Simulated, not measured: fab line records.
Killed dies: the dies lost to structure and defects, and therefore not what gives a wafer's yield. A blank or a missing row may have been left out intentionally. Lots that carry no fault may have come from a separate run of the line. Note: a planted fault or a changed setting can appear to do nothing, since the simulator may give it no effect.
Code-filled problem report in 8D (eight disciplines) form || flow sky130 || the parts of the form that need people (team, actions taken, sign-off) are left out

1. THE ISSUE
cd-nm at SKY_SD_N_CD_MEAS_07 reads a mean of 394.6 nm on 2 wafers of 2 lots; wafers without a fault read 379.3 nm with a standard deviation of 2.7. That is +5.7 standard deviations from the usual mean.
The step: target cd 380 nm.
Earliest sighting: wafer L784.4 on cd-sem-01 at day 30 21:40. Wafers with a number at this step in the record: 40, from 14 lots. The rule behind "out" and "out of limits": a value lying over 4 standard deviations away from the usual mean. All remaining wafers that have a number are taken as sound.

2. WHAT THIS IS AND IS NOT
{"question": "which readings at this step", "is": "cd-nm", "is not": "-"}
{"question": "which lots", "is": "L784, L786", "is not": "L776, L779, L780, L790, L792, L793, L794, L795, L796, L797, L798, L799"}
{"question": "which wafers of those lots", "is": "L784.4, L786.4", "is not": "L784.6, L786.3"}
{"question": "read on which gauges", "is": "cd-sem-01", "is not": "cd-sem-02"}
{"question": "when", "is": "from day 30 21:40", "is not": "up to then (10 sound wafers); but 28 sound wafers of L786, L790, L792, L793, L794, L795, L796, L797, L798, L799 came after"}

3. WHAT RULES OUT EACH SUSPECT
Counting: a tool at a process step up to the reading stays a suspect if it ran every lot that is out. Sound lots after the first of them don't rule it out here, since some wafers of a struck lot are sound.
- the gauge at SKY_SD_N_CD_MEAS_07: kept. All the wafers that are out were read on cd-sem-01, and no step on other tools shows them out.
- plasma-asher-01 at SKY_SD_P_STRIP_10 (strips in O2/N2): kept. It processed each lot that is out (first: L784, day 28 13:05); up to then, its last sound lot is L779 (day 26 22:15).
- litho-track-04 at SKY_SD_N_DEVELOP_06 (develop time 60 s): kept. It processed each lot that is out (first: L784, day 30 21:32); up to then, its last sound lot is L779 (day 29 06:49).
After the count, these remain: plasma-asher-01 at SKY_SD_P_STRIP_10, litho-track-04 at SKY_SD_N_DEVELOP_06 and cd-sem-01 at SKY_SD_N_CD_MEAS_07.

4. THE CAUSE (what the simulator had put in)
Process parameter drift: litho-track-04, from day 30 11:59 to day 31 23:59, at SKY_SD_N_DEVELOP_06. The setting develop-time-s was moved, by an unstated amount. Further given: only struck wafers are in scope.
3 suspects survive the count, and this tool is in that group.

5. THE CHAIN OF EFFECTS, in route order
Rows list readings where the struck wafers' mean (over those with a number) sits beyond 3 standard deviations from the usual. Readings are gone through only where the record gives a usual standard deviation; hours: the median, over the lots, of the time from a lot's start at the first step in this table giving one to that lot's start at this step; sigmas: the change measured in usual standard deviations.
{"hours": 0, "step": "SKY_SD_N_CD_MEAS_07", "reading": "cd-nm", "usual": "379.3 nm", "on struck wafers": 394.6, "change": "+15.3", "sigmas": "+5.7"}

6. HOW IT WOULD HAVE BEEN CAUGHT EARLIER
In this record the first reading out of limits at a measuring or inspecting step was taken at day 30 21:40, 10 hours after the fault began at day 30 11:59.
Of the lots that are out (2), L786 began SKY_SD_N_DEVELOP_06 on litho-track-04 after day 30 21:40. It would have been spared by a hold on the tool at that moment.
